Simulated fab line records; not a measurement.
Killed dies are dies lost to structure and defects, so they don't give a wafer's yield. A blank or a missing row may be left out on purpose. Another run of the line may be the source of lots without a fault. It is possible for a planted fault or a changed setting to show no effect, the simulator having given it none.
fab line records :: flow gf180mcu
record
  lots=5
  wafers=15
  last-day=34
route steps=602 shown NSD@246 PSD@248
lots untouched by any fault: they come from a run of this same line in which no faults occurred
start-h: hours from the record's opening day to when the first of the lot's shown wafers began :: wait-h: how many hours have passed since the lot's step before this one :: " unchanged from the row above :: L1.1+2: a single row standing in for several wafers :: - no value present, or no start provided :: * or withheld: withheld :: < > ~ a bound
route shown NAME@n: a module of which the file shows steps, and the number in the route of the first :: usual: mean/standard deviation taken from wafers without a fault :: same: alike in all rows :: chamber/n: place in a boat :: sites: the reading at each site :: _std_site: their standard deviation :: _edge_site: the outer-site mean with the inner-site mean subtracted :: radius-mm: for every site, how far away it sits from the centre of the wafer :: mask NAME#n: copy n :: behind: the last tool/chamber to shape the wafer :: hold: why the lot went on hold/how many hours it stayed there/how the hold came to an end :: device: which transistor (n, p or np) failed to switch :: end of line: the tests these same wafers got at the end of their route :: a step without rows: its recipe alone :: killed: at the first sort, the dies lost to defects and structure; wafer yield is something else :: map: per-die view of a wafer (x killed, . not killed, _ where there is no die)
set.NAME: the setting as run; set.NAME@STEP: as run at that earlier step :: model.NAME: the simulator's own value behind a step, which no gauge read
a table for each step, a row for each wafer; lots at some steps of the route
services: the hour from which a tool's chamber was out of use, counted from the record's first day as start-h (under 0 if before that day), plus the number of hours and why
## steps
# step GF_NSD_STRIP_11
# recipe
  chemistry=O2/N2
  power-w=1400
  pressure-mtorr=1500
  platen-temp-c=250
  o2-flow-sccm=3000
  n2-flow-sccm=300
  overash-fraction=0.5
# usual
  drypump-motor-current-A=5.9/0.37
  heater-power-w=312/19
  oes-product-au=0.489/0.0048
  strip-time-to-endpoint-s=22.78/0.045
lot.wafer: L076.1
tool: plasma-asher-01
chamber: 0
start-h: 330.90
wait-h: 0.1
drypump-motor-current-A: 6.0
heater-power-w: 302
oes-product-au: 0.486
rf-hours-counter-h: 53
strip-time-to-endpoint-s: 22.77

lot.wafer: L076.2
tool: plasma-asher-01
chamber: 1
start-h: 330.90
wait-h: 0.1
drypump-motor-current-A: 5.6
heater-power-w: 309
oes-product-au: 0.487
rf-hours-counter-h: 53
strip-time-to-endpoint-s: 22.77

lot.wafer: L076.5
tool: plasma-asher-01
chamber: 1
start-h: 330.90
wait-h: 0.1
drypump-motor-current-A: 5.6
heater-power-w: 307
oes-product-au: 0.483
rf-hours-counter-h: -
strip-time-to-endpoint-s: 22.77

lot.wafer: L083.2
tool: plasma-asher-01
chamber: 1
start-h: 380.24
wait-h: 0.1
drypump-motor-current-A: 5.6
heater-power-w: 310
oes-product-au: 0.483
rf-hours-counter-h: 58
strip-time-to-endpoint-s: 22.77

lot.wafer: L083.3
tool: plasma-asher-01
chamber: 0
start-h: 380.24
wait-h: 0.1
drypump-motor-current-A: 6.0
heater-power-w: 296
oes-product-au: 0.478
rf-hours-counter-h: -
strip-time-to-endpoint-s: 22.79

lot.wafer: L083.4
tool: plasma-asher-01
chamber: 1
start-h: 380.24
wait-h: 0.1
drypump-motor-current-A: 5.6
heater-power-w: 313
oes-product-au: 0.497
rf-hours-counter-h: -
strip-time-to-endpoint-s: 22.75

lot.wafer: L089.2
tool: plasma-asher-03
chamber: 1
start-h: 419.99
wait-h: 0.1
drypump-motor-current-A: 5.5
heater-power-w: 348
oes-product-au: 0.492
rf-hours-counter-h: 79
strip-time-to-endpoint-s: 22.71

lot.wafer: L089.4
tool: plasma-asher-03
chamber: 0
start-h: 419.99
wait-h: 0.1
drypump-motor-current-A: 6.6
heater-power-w: 288
oes-product-au: 0.486
rf-hours-counter-h: -
strip-time-to-endpoint-s: 22.70

lot.wafer: L089.5
tool: plasma-asher-03
chamber: 0
start-h: 419.99
wait-h: 0.1
drypump-motor-current-A: 6.6
heater-power-w: 287
oes-product-au: 0.493
rf-hours-counter-h: -
strip-time-to-endpoint-s: 22.70

lot.wafer: L094.3
tool: plasma-asher-01
chamber: 1
start-h: 465.13
wait-h: 0.1
drypump-motor-current-A: 5.6
heater-power-w: 309
oes-product-au: 0.495
rf-hours-counter-h: -
strip-time-to-endpoint-s: 22.73

lot.wafer: L094.4
tool: plasma-asher-01
chamber: 0
start-h: 465.13
wait-h: 0.1
drypump-motor-current-A: 6.0
heater-power-w: 298
oes-product-au: 0.494
rf-hours-counter-h: -
strip-time-to-endpoint-s: 22.74

lot.wafer: L094.5
tool: plasma-asher-01
chamber: 1
start-h: 465.13
wait-h: 0.1
drypump-motor-current-A: 5.6
heater-power-w: 308
oes-product-au: 0.485
rf-hours-counter-h: -
strip-time-to-endpoint-s: 22.76

lot.wafer: L095.3
tool: plasma-asher-03
chamber: 1
start-h: 474.23
wait-h: 0.1
drypump-motor-current-A: 5.5
heater-power-w: 348
oes-product-au: 0.485
rf-hours-counter-h: -
strip-time-to-endpoint-s: 22.83

lot.wafer: L095.5
tool: plasma-asher-03
chamber: 1
start-h: 474.23
wait-h: 0.1
drypump-motor-current-A: 5.5
heater-power-w: 344
oes-product-au: 0.491
rf-hours-counter-h: -
strip-time-to-endpoint-s: 22.81

lot.wafer: L095.6
tool: plasma-asher-03
chamber: 0
start-h: 474.23
wait-h: 0.1
drypump-motor-current-A: 6.6
heater-power-w: 290
oes-product-au: 0.483
rf-hours-counter-h: -
strip-time-to-endpoint-s: 22.81
# step GF_NSD_TW_MEAS_12
# usual
  NSD_TW=4237/32
lot.wafer: L076.1
tool: film-metro-01
chamber: -
start-h: 331.00
wait-h: 0.1
NSD_TW: 4273

lot.wafer: L076.2
tool: film-metro-01
chamber: -
start-h: 331.00
wait-h: 0.1
NSD_TW: 4257

lot.wafer: L076.5
tool: film-metro-01
chamber: -
start-h: 331.00
wait-h: 0.1
NSD_TW: 4257

lot.wafer: L083.2
tool: film-metro-04
chamber: -
start-h: 380.35
wait-h: 0.1
NSD_TW: 4197

lot.wafer: L083.3
tool: film-metro-04
chamber: -
start-h: 380.35
wait-h: 0.1
NSD_TW: 4151

lot.wafer: L083.4
tool: film-metro-04
chamber: -
start-h: 380.35
wait-h: 0.1
NSD_TW: 4183

lot.wafer: L089.2
tool: film-metro-01
chamber: -
start-h: 420.10
wait-h: 0.1
NSD_TW: 4273

lot.wafer: L089.4
tool: film-metro-01
chamber: -
start-h: 420.10
wait-h: 0.1
NSD_TW: 4252

lot.wafer: L089.5
tool: film-metro-01
chamber: -
start-h: 420.10
wait-h: 0.1
NSD_TW: 4247

lot.wafer: L094.3
tool: film-metro-04
chamber: -
start-h: 465.21
wait-h: 0.1
NSD_TW: 4233

lot.wafer: L094.4
tool: film-metro-04
chamber: -
start-h: 465.21
wait-h: 0.1
NSD_TW: 4220

lot.wafer: L094.5
tool: film-metro-04
chamber: -
start-h: 465.21
wait-h: 0.1
NSD_TW: 4241

lot.wafer: L095.3
tool: film-metro-02
chamber: -
start-h: 474.31
wait-h: 0.1
NSD_TW: 4224

lot.wafer: L095.5
tool: film-metro-02
chamber: -
start-h: 474.31
wait-h: 0.1
NSD_TW: 4256

lot.wafer: L095.6
tool: film-metro-02
chamber: -
start-h: 474.31
wait-h: 0.1
NSD_TW: 4241
# step GF_PSD_DEHYDRATE_00
# recipe
  temp-c=200
  time-s=60
# usual
  chill-plate-temp-C=23.01/0.11
# same
  time-s=60
lot.wafer: L076.1
tool: litho-track-01
chamber: 0
start-h: 341.01
wait-h: 10.0
chill-plate-temp-C: 23.09

lot.wafer: L076.2
tool: litho-track-01
chamber: 0
start-h: 341.01
wait-h: 10.0
chill-plate-temp-C: 23.00

lot.wafer: L076.5
tool: litho-track-01
chamber: 0
start-h: 341.01
wait-h: 10.0
chill-plate-temp-C: 23.21

lot.wafer: L083.2
tool: litho-track-02
chamber: 0
start-h: 391.59
wait-h: 11.2
chill-plate-temp-C: 22.98

lot.wafer: L083.3
tool: litho-track-02
chamber: 0
start-h: 391.59
wait-h: 11.2
chill-plate-temp-C: 23.04

lot.wafer: L083.4
tool: litho-track-02
chamber: 0
start-h: 391.59
wait-h: 11.2
chill-plate-temp-C: 22.95

lot.wafer: L089.2
tool: litho-track-02
chamber: 0
start-h: 431.49
wait-h: 11.4
chill-plate-temp-C: 22.95

lot.wafer: L089.4
tool: litho-track-02
chamber: 0
start-h: 431.49
wait-h: 11.4
chill-plate-temp-C: 22.91

lot.wafer: L089.5
tool: litho-track-02
chamber: 0
start-h: 431.49
wait-h: 11.4
chill-plate-temp-C: 23.06

lot.wafer: L094.3
tool: litho-track-02
chamber: 0
start-h: 476.96
wait-h: 11.7
chill-plate-temp-C: 23.12

lot.wafer: L094.4
tool: litho-track-02
chamber: 0
start-h: 476.96
wait-h: 11.7
chill-plate-temp-C: 23.06

lot.wafer: L094.5
tool: litho-track-02
chamber: 0
start-h: 476.96
wait-h: 11.7
chill-plate-temp-C: 22.97

lot.wafer: L095.3
tool: litho-track-02
chamber: 0
start-h: 485.31
wait-h: 11.0
chill-plate-temp-C: 23.02

lot.wafer: L095.5
tool: litho-track-02
chamber: 0
start-h: 485.31
wait-h: 11.0
chill-plate-temp-C: 22.85

lot.wafer: L095.6
tool: litho-track-02
chamber: 0
start-h: 485.31
wait-h: 11.0
chill-plate-temp-C: 23.01
# step GF_PSD_HMDS_01
# recipe
  prime-time-s=60
  prime-temp-c=120
# usual
  chill-plate-temp-C=23.01/0.1
lot.wafer: L076.1
tool: litho-track-01
chamber: 0
start-h: 341.16
wait-h: 0.1
chill-plate-temp-C: 23.07

lot.wafer: L076.2
tool: litho-track-01
chamber: 0
start-h: 341.16
wait-h: 0.1
chill-plate-temp-C: 22.84

lot.wafer: L076.5
tool: litho-track-01
chamber: 0
start-h: 341.16
wait-h: 0.1
chill-plate-temp-C: 22.94

lot.wafer: L083.2
tool: litho-track-02
chamber: 0
start-h: 391.74
wait-h: 0.1
chill-plate-temp-C: 22.86

lot.wafer: L083.3
tool: litho-track-02
chamber: 0
start-h: 391.74
wait-h: 0.1
chill-plate-temp-C: 22.93

lot.wafer: L083.4
tool: litho-track-02
chamber: 0
start-h: 391.74
wait-h: 0.1
chill-plate-temp-C: 23.04

lot.wafer: L089.2
tool: litho-track-02
chamber: 0
start-h: 431.64
wait-h: 0.1
chill-plate-temp-C: 23.05

lot.wafer: L089.4
tool: litho-track-02
chamber: 0
start-h: 431.64
wait-h: 0.1
chill-plate-temp-C: 23.11

lot.wafer: L089.5
tool: litho-track-02
chamber: 0
start-h: 431.64
wait-h: 0.1
chill-plate-temp-C: 23.03

lot.wafer: L094.3
tool: litho-track-02
chamber: 0
start-h: 477.11
wait-h: 0.1
chill-plate-temp-C: 23.00

lot.wafer: L094.4
tool: litho-track-02
chamber: 0
start-h: 477.11
wait-h: 0.1
chill-plate-temp-C: 23.02

lot.wafer: L094.5
tool: litho-track-02
chamber: 0
start-h: 477.11
wait-h: 0.1
chill-plate-temp-C: 22.93

lot.wafer: L095.3
tool: litho-track-02
chamber: 0
start-h: 485.46
wait-h: 0.1
chill-plate-temp-C: 23.09

lot.wafer: L095.5
tool: litho-track-02
chamber: 0
start-h: 485.46
wait-h: 0.1
chill-plate-temp-C: 23.11

lot.wafer: L095.6
tool: litho-track-02
chamber: 0
start-h: 485.46
wait-h: 0.1
chill-plate-temp-C: 22.91
# step GF_PSD_COAT_02
# recipe
  resist=NOVOLAK
  spin-rpm=3000
  resist-thk-nm=1000
# usual
  chill-plate-temp-C=23.01/0.09
lot.wafer: L076.1
tool: litho-track-01
chamber: 0
start-h: 341.31
wait-h: 0.1
chill-plate-temp-C: 23.05

lot.wafer: L076.2
tool: litho-track-01
chamber: 0
start-h: 341.31
wait-h: 0.1
chill-plate-temp-C: 23.01

lot.wafer: L076.5
tool: litho-track-01
chamber: 0
start-h: 341.31
wait-h: 0.1
chill-plate-temp-C: 23.13

lot.wafer: L083.2
tool: litho-track-02
chamber: 0
start-h: 391.89
wait-h: 0.1
chill-plate-temp-C: 23.10

lot.wafer: L083.3
tool: litho-track-02
chamber: 0
start-h: 391.89
wait-h: 0.1
chill-plate-temp-C: 23.01

lot.wafer: L083.4
tool: litho-track-02
chamber: 0
start-h: 391.89
wait-h: 0.1
chill-plate-temp-C: 22.87

lot.wafer: L089.2
tool: litho-track-02
chamber: 0
start-h: 431.79
wait-h: 0.1
chill-plate-temp-C: 23.08

lot.wafer: L089.4
tool: litho-track-02
chamber: 0
start-h: 431.79
wait-h: 0.1
chill-plate-temp-C: 22.96

lot.wafer: L089.5
tool: litho-track-02
chamber: 0
start-h: 431.79
wait-h: 0.1
chill-plate-temp-C: 22.89

lot.wafer: L094.3
tool: litho-track-02
chamber: 0
start-h: 477.26
wait-h: 0.1
chill-plate-temp-C: 23.02

lot.wafer: L094.4
tool: litho-track-02
chamber: 0
start-h: 477.26
wait-h: 0.1
chill-plate-temp-C: 22.89

lot.wafer: L094.5
tool: litho-track-02
chamber: 0
start-h: 477.26
wait-h: 0.1
chill-plate-temp-C: 23.01

lot.wafer: L095.3
tool: litho-track-02
chamber: 0
start-h: 485.61
wait-h: 0.1
chill-plate-temp-C: 22.91

lot.wafer: L095.5
tool: litho-track-02
chamber: 0
start-h: 485.61
wait-h: 0.1
chill-plate-temp-C: 22.92

lot.wafer: L095.6
tool: litho-track-02
chamber: 0
start-h: 485.61
wait-h: 0.1
chill-plate-temp-C: 22.96
# step GF_PSD_SOFTBAKE_03
# recipe
  temp-c=90
  time-s=60
  resist=NOVOLAK
# usual
  chill-plate-temp-C=23.00/0.1
# same
  time-s=60
lot.wafer: L076.1
tool: litho-track-01
chamber: 0
start-h: 341.46
wait-h: 0.1
chill-plate-temp-C: 23.05

lot.wafer: L076.2
tool: litho-track-01
chamber: 0
start-h: 341.46
wait-h: 0.1
chill-plate-temp-C: 23.06

lot.wafer: L076.5
tool: litho-track-01
chamber: 0
start-h: 341.46
wait-h: 0.1
chill-plate-temp-C: 22.88

lot.wafer: L083.2
tool: litho-track-02
chamber: 0
start-h: 392.04
wait-h: 0.1
chill-plate-temp-C: 23.17

lot.wafer: L083.3
tool: litho-track-02
chamber: 0
start-h: 392.04
wait-h: 0.1
chill-plate-temp-C: 23.05

lot.wafer: L083.4
tool: litho-track-02
chamber: 0
start-h: 392.04
wait-h: 0.1
chill-plate-temp-C: 23.19

lot.wafer: L089.2
tool: litho-track-02
chamber: 0
start-h: 431.94
wait-h: 0.1
chill-plate-temp-C: 23.03

lot.wafer: L089.4
tool: litho-track-02
chamber: 0
start-h: 431.94
wait-h: 0.1
chill-plate-temp-C: 23.00

lot.wafer: L089.5
tool: litho-track-02
chamber: 0
start-h: 431.94
wait-h: 0.1
chill-plate-temp-C: 23.05

lot.wafer: L094.3
tool: litho-track-02
chamber: 0
start-h: 477.41
wait-h: 0.1
chill-plate-temp-C: 22.83

lot.wafer: L094.4
tool: litho-track-02
chamber: 0
start-h: 477.41
wait-h: 0.1
chill-plate-temp-C: 22.79

lot.wafer: L094.5
tool: litho-track-02
chamber: 0
start-h: 477.41
wait-h: 0.1
chill-plate-temp-C: 23.03

lot.wafer: L095.3
tool: litho-track-02
chamber: 0
start-h: 485.76
wait-h: 0.1
chill-plate-temp-C: 22.99

lot.wafer: L095.5
tool: litho-track-02
chamber: 0
start-h: 485.76
wait-h: 0.1
chill-plate-temp-C: 22.88

lot.wafer: L095.6
tool: litho-track-02
chamber: 0
start-h: 485.76
wait-h: 0.1
chill-plate-temp-C: 23.08
# step GF_PSD_EXPOSE_04
# recipe
  mask-id=Pplus
  target-cd-nm=400
  na=0.6
  source-shape=conventional
  sigma-outer=0.6
  dose-mj=140
lot.wafer: L076.1+2+5
tool: iline-stepper-02
chamber: 0
start-h: -
wait-h: -
mask: Pplus#0

lot.wafer: L083.2+3+4
tool: iline-stepper-01
chamber: 0
start-h: -
wait-h: -
mask: Pplus#0

lot.wafer: L089.2+4+5
tool: iline-stepper-01
chamber: 0
start-h: -
wait-h: -
mask: Pplus#0

lot.wafer: L094.3+4+5
tool: iline-stepper-01
chamber: 0
start-h: -
wait-h: -
mask: Pplus#0

lot.wafer: L095.3+5+6
tool: iline-stepper-01
chamber: 0
start-h: -
wait-h: -
mask: Pplus#0
# step GF_PSD_PEB_05
# recipe
  temp-c=withheld
  time-s=*
  resist=NOVOLAK
# usual
  chill-plate-temp-C=*
# same
  time-s=*
lot.wafer: L076.1
tool: litho-track-02
chamber: 0
start-h: -
wait-h: -
chill-plate-temp-C: *

lot.wafer: L076.2
tool: litho-track-02
chamber: 0
start-h: -
wait-h: -
chill-plate-temp-C: *

lot.wafer: L076.5
tool: litho-track-02
chamber: 0
start-h: -
wait-h: -
chill-plate-temp-C: *

lot.wafer: L083.2
tool: litho-track-04
chamber: 0
start-h: -
wait-h: -
chill-plate-temp-C: *

lot.wafer: L083.3
tool: litho-track-04
chamber: 0
start-h: -
wait-h: -
chill-plate-temp-C: *

lot.wafer: L083.4
tool: litho-track-04
chamber: 0
start-h: -
wait-h: -
chill-plate-temp-C: *

lot.wafer: L089.2
tool: litho-track-01
chamber: 0
start-h: -
wait-h: -
chill-plate-temp-C: *

lot.wafer: L089.4
tool: litho-track-01
chamber: 0
start-h: -
wait-h: -
chill-plate-temp-C: *

lot.wafer: L089.5
tool: litho-track-01
chamber: 0
start-h: -
wait-h: -
chill-plate-temp-C: *

lot.wafer: L094.3
tool: litho-track-02
chamber: 0
start-h: -
wait-h: -
chill-plate-temp-C: *

lot.wafer: L094.4
tool: litho-track-02
chamber: 0
start-h: -
wait-h: -
chill-plate-temp-C: *

lot.wafer: L094.5
tool: litho-track-02
chamber: 0
start-h: -
wait-h: -
chill-plate-temp-C: *

lot.wafer: L095.3
tool: litho-track-02
chamber: 0
start-h: -
wait-h: -
chill-plate-temp-C: *

lot.wafer: L095.5
tool: litho-track-02
chamber: 0
start-h: -
wait-h: -
chill-plate-temp-C: *

lot.wafer: L095.6
tool: litho-track-02
chamber: 0
start-h: -
wait-h: -
chill-plate-temp-C: *
# step GF_PSD_DEVELOP_06
# recipe
  develop-time-s=60
  dev-temp-c=23
# usual
  chill-plate-temp-C=23.00/0.1
lot.wafer: L076.1
tool: litho-track-02
chamber: 0
start-h: 351.46
wait-h: 0.1
chill-plate-temp-C: 23.18

lot.wafer: L076.2
tool: litho-track-02
chamber: 0
start-h: 351.46
wait-h: 0.1
chill-plate-temp-C: 23.02

lot.wafer: L076.5
tool: litho-track-02
chamber: 0
start-h: 351.46
wait-h: 0.1
chill-plate-temp-C: 23.21

lot.wafer: L083.2
tool: litho-track-04
chamber: 0
start-h: 403.11
wait-h: 0.1
chill-plate-temp-C: 23.02

lot.wafer: L083.3
tool: litho-track-04
chamber: 0
start-h: 403.11
wait-h: 0.1
chill-plate-temp-C: 22.92

lot.wafer: L083.4
tool: litho-track-04
chamber: 0
start-h: 403.11
wait-h: 0.1
chill-plate-temp-C: 22.99

lot.wafer: L089.2
tool: litho-track-01
chamber: 0
start-h: 444.53
wait-h: 0.1
chill-plate-temp-C: 23.05

lot.wafer: L089.4
tool: litho-track-01
chamber: 0
start-h: 444.53
wait-h: 0.1
chill-plate-temp-C: 23.10

lot.wafer: L089.5
tool: litho-track-01
chamber: 0
start-h: 444.53
wait-h: 0.1
chill-plate-temp-C: 23.20

lot.wafer: L094.3
tool: litho-track-02
chamber: 0
start-h: 489.56
wait-h: 0.1
chill-plate-temp-C: 23.08

lot.wafer: L094.4
tool: litho-track-02
chamber: 0
start-h: 489.56
wait-h: 0.1
chill-plate-temp-C: 23.09

lot.wafer: L094.5
tool: litho-track-02
chamber: 0
start-h: 489.56
wait-h: 0.1
chill-plate-temp-C: 23.13

lot.wafer: L095.3
tool: litho-track-02
chamber: 0
start-h: 497.76
wait-h: 0.1
chill-plate-temp-C: 23.02

lot.wafer: L095.5
tool: litho-track-02
chamber: 0
start-h: 497.76
wait-h: 0.1
chill-plate-temp-C: 22.91

lot.wafer: L095.6
tool: litho-track-02
chamber: 0
start-h: 497.76
wait-h: 0.1
chill-plate-temp-C: 23.02
## services
tool: iline-stepper-01
chamber: 0
start-h: 332.16
hours: -
kind: calibration

tool: iline-stepper-01
chamber: -
start-h: 345.76
hours: 7.8
kind: repair

tool: plasma-asher-01
chamber: -
start-h: 348.37
hours: 4.3
kind: pm

tool: litho-track-01
chamber: -
start-h: 376.11
hours: -
kind: consumable-replace:filter

tool: iline-stepper-01
chamber: -
start-h: 376.80
hours: 9.4
kind: repair

tool: plasma-asher-03
chamber: -
start-h: 409.31
hours: 2.8
kind: pm

tool: plasma-asher-01
chamber: -
start-h: 411.09
hours: 2.8
kind: pm

tool: plasma-asher-03
chamber: -
start-h: 423.44
hours: 1.5
kind: repair

tool: plasma-asher-03
chamber: -
start-h: 434.44
hours: 2.0
kind: repair

tool: iline-stepper-02
chamber: -
start-h: 441.93
hours: 1.7
kind: pm

tool: iline-stepper-01
chamber: -
start-h: 483.78
hours: 1.7
kind: pm
## key
fault none
